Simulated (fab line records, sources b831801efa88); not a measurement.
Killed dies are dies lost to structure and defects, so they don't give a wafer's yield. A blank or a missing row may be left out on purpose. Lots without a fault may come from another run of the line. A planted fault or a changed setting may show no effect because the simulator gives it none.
Which tool did it? | flow sky130 | 7 lots, 21 wafers sampled, at 2 steps of a route of 708

WHAT THE GAUGES READ, wafer by wafer
SKY_SD_P_CD_MEAS_07: target cd 380 nm.
lot  | measured     | on        | cd_nm (nm)
L132 | day 26 09:02 | cd_sem-01 | 383 386 381
L135 | day 27 17:10 | cd_sem-01 | 423 423 423
L139 | day 28 16:13 | cd_sem-02 | 376 378 374
L145 | day 30 14:49 | cd_sem-01 | 377 378 376
L148 | day 31 21:20 | cd_sem-01 | 378 377 377
L151 | day 32 10:20 | cd_sem-02 | 381 379 379
L153 | day 33 06:34 | cd_sem-01 | 376 378 378

WHICH TOOL RAN EACH LOT (tool, then ch and the chambers of the sampled wafers, then the start)
lot  | SKY_SD_P_COAT_02
L132 | litho_track-03 ch 0, day 25 19:32
L135 | litho_track-03 ch 0, day 27 03:25
L139 | litho_track-04 ch 0, day 28 02:17
L145 | litho_track-03 ch 0, day 30 00:40
L148 | litho_track-03 ch 0, day 31 07:23
L151 | litho_track-03 ch 0, day 31 19:55
L153 | litho_track-02 ch 0, day 32 16:58
- SKY_SD_P_COAT_02: resist thk 1140 nm.

THE ANSWER, worked out from the rows above alone
Rule: what is usual is taken from the lots themselves. Put in order of their means at a reading, lots are off if they are a third of the lots or fewer, leave a main group of 4 or more, and stand apart from it by a gap of 3 or more times the standard deviation of the main group's means; of several such gaps the widest counts. A main group whose means are all the same, to the digits that the tables above print for the reading, isn't used. A lot without any number at a reading at which 4 lots or more have one is off too. The other lots that the step has rows for count as sound.
Off: L135, at SKY_SD_P_CD_MEAS_07 (cd_nm). The main group: mean 378 nm, standard deviation 2.4.
A tool fits if, at a process step before that reading, it ran every lot that is off, and no sound lot after the first of them. The gauges at SKY_SD_P_CD_MEAS_07 are tried like those tools. None of those tried fits.

WHAT THE SIMULATOR HAD PUT IN
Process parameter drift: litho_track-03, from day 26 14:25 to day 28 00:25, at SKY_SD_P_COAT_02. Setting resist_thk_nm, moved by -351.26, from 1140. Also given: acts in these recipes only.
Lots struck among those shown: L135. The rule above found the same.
